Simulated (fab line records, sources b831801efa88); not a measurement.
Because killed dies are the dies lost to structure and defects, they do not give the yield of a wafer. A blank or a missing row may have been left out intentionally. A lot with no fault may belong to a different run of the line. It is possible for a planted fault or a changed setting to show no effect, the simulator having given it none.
Commonality check across tools -- flow gf180mcu -- Sample size 11 lots and 33 wafers

## WHY IT WAS OPENED
2 of 11 lots carry a flag on the reading V3_W_RS at GF_V3_RS_MEAS_24. No-fault wafers: 0.325 ohm/sq, standard deviation 0.0039.
Rule: flag the lot when none of its wafers has a number, or when each of its wafers that has one lies beyond 4 standard deviations from that mean. The rest of the lots are taken to be sound.

lot,measured,on,"V3_W_RS (ohm/sq), wafer by wafer",flag
L802,day 22 09:10,film-metro-03,0.320 0.318 0.316,
L804,day 22 22:27,film-metro-02,0.320 0.323 0.326,
L806,day 23 19:58,film-metro-02,0.329 0.324 0.323,
L808,day 24 19:10,film-metro-03,0.325 0.328 0.328,
L809,day 25 03:23,film-metro-03,0.324 0.330 0.328,
L810,day 25 07:07,film-metro-01,0.326 0.331 0.326,
L812,day 25 23:38,film-metro-01,0.327 0.323 0.324,
L814,day 26 16:47,film-metro-02,0.327 0.330 0.328,
L816,day 27 06:56,film-metro-02,0.211 0.213 0.212,FLAGGED
L817,day 27 11:20,film-metro-03,0.213 0.212 0.212,FLAGGED
L825,day 29 09:40,film-metro-03,0.322 0.320 0.322,
The numbers of the flagged lots are 0.212 ohm/sq on average: -0.113 ohm/sq against the usual, or -29 standard deviations.

## LOT BY LOT: THE TOOL USED
The record keeps 1 process step preceding the reading, out of 602 steps on the route. Each cell gives the tool, then ch followed by the chambers the sampled wafers passed through, then the start.
lot,flag,GF_V3_CVD_23
L802,,"cvd-w-01 ch 0,1, day 22 09:04"
L804,,"cvd-w-02 ch 0,1, day 22 22:20"
L806,,"cvd-w-02 ch 0,1, day 23 19:51"
L808,,"cvd-w-02 ch 0,1, day 24 19:03"
L809,,"cvd-w-02 ch 0,1, day 25 03:17"
L810,,"cvd-w-02 ch 0,1, day 25 06:59"
L812,,"cvd-w-01 ch 0,1, day 25 23:29"
L814,,"cvd-w-02 ch 0,1, day 26 16:40"
L816,FLAGGED,"cvd-w-02 ch 0, day 27 06:43"
L817,FLAGGED,"cvd-w-02 ch 0, day 27 11:06"
L825,,"cvd-w-01 ch 0,1, day 29 09:32"
These steps, and what they do:
- GF_V3_CVD_23: deposits W, target thk 350 nm, time 104.9 s.
- GF_V3_RS_MEAS_24: measures by four-point-probe.

## FLAGGED OVER TOTAL, TOOL BY TOOL (the gauges that took the reading come last)
step,tool,lots run,flagged,share of the flagged lots,sound lots run after its first flagged lot
GF_V3_CVD_23,cvd-w-01,3,0,none,-
GF_V3_CVD_23,cvd-w-02,8,2,all,0
GF_V3_RS_MEAS_24,film-metro-01,2,0,none,-
GF_V3_RS_MEAS_24,film-metro-02,4,1,some,0
GF_V3_RS_MEAS_24,film-metro-03,5,1,some,1 (L825)

## WHAT THE TABLE ALLOWS
Rows of the table that ran each flagged lot: 1, that is cvd-w-02 at GF_V3_CVD_23.
- cvd-w-02 at GF_V3_CVD_23: 2 of its 8 lots flagged. Last sound lot L814 at day 26 16:40, first flagged lot L816 at day 27 06:43; a fault beginning in between fits.
Left over: one tool, cvd-w-02 at GF_V3_CVD_23.

## WHAT WAS PUT IN BY THE SIMULATOR
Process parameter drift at GF_V3_CVD_23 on cvd-w-02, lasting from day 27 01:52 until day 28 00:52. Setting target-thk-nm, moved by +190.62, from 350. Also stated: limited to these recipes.
Shown lots that were struck: L816, L817. The same result came from the rule above.
